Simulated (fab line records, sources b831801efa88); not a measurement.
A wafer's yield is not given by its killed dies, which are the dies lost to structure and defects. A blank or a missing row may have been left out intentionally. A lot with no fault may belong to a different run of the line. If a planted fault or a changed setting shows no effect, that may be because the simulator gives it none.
Which of the tools did it? || flow sky130 || at 1 step of a route of 708, 12 lots with 36 wafers sampled

## WHAT EACH GAUGE READ, for each wafer
SKY_FIELD_ISO_BOW_MEAS_00.
{"lot": "L075", "measured": "day 1 15:04", "on": "filmMetro-01", "INCOMING_BOW (um)": "-4 8 6"}
{"lot": "L077", "measured": "day 2 01:00", "on": "filmMetro-02", "INCOMING_BOW (um)": "6 3 3"}
{"lot": "L079", "measured": "day 2 11:00", "on": "filmMetro-01", "INCOMING_BOW (um)": "0 -8 -1"}
{"lot": "L081", "measured": "day 2 21:00", "on": "filmMetro-04", "INCOMING_BOW (um)": "2 15 -16"}
{"lot": "L083", "measured": "day 3 07:01", "on": "filmMetro-04", "INCOMING_BOW (um)": "8 7 -8"}
{"lot": "L085", "measured": "day 3 17:01", "on": "filmMetro-04", "INCOMING_BOW (um)": "6 3 0"}
{"lot": "L087", "measured": "day 4 03:00", "on": "filmMetro-01", "INCOMING_BOW (um)": "3 3 7"}
{"lot": "L089", "measured": "day 4 13:00", "on": "filmMetro-02", "INCOMING_BOW (um)": "3 -5 4"}
{"lot": "L091", "measured": "day 4 23:00", "on": "filmMetro-02", "INCOMING_BOW (um)": "-5 7 11"}
{"lot": "L093", "measured": "day 5 09:00", "on": "filmMetro-04", "INCOMING_BOW (um)": "-2 -3 -2"}
{"lot": "L095", "measured": "day 5 19:00", "on": "filmMetro-02", "INCOMING_BOW (um)": "18 4 -1"}
{"lot": "L097", "measured": "day 6 05:01", "on": "filmMetro-02", "INCOMING_BOW (um)": "1 -6 -1"}

## WHAT TOOL EACH LOT RAN ON (gives the tool, then ch and the chambers of the sampled wafers, and finally the start)
There is no process step in the record ahead of these readings.

## THE ANSWER, worked out from the rows above alone
Rule: the usual values come from the lots themselves. The widest of any qualifying gaps counts: lots, ordered by their means at a reading, are off when they make up no more than a third of the lots, leave a main group of 4 or more, and stand apart from it by 3 or more times the standard deviation of that group's means. The tables above print the reading to a certain number of digits; a main group whose means all agree to those digits is not used. Also off: a lot with no number at a reading for which 4 or more lots have one. All remaining lots with rows at the step are treated as sound.
None of the lots is off at any reading shown; this tells nothing.

## WHAT THE SIMULATOR HAD PUT IN
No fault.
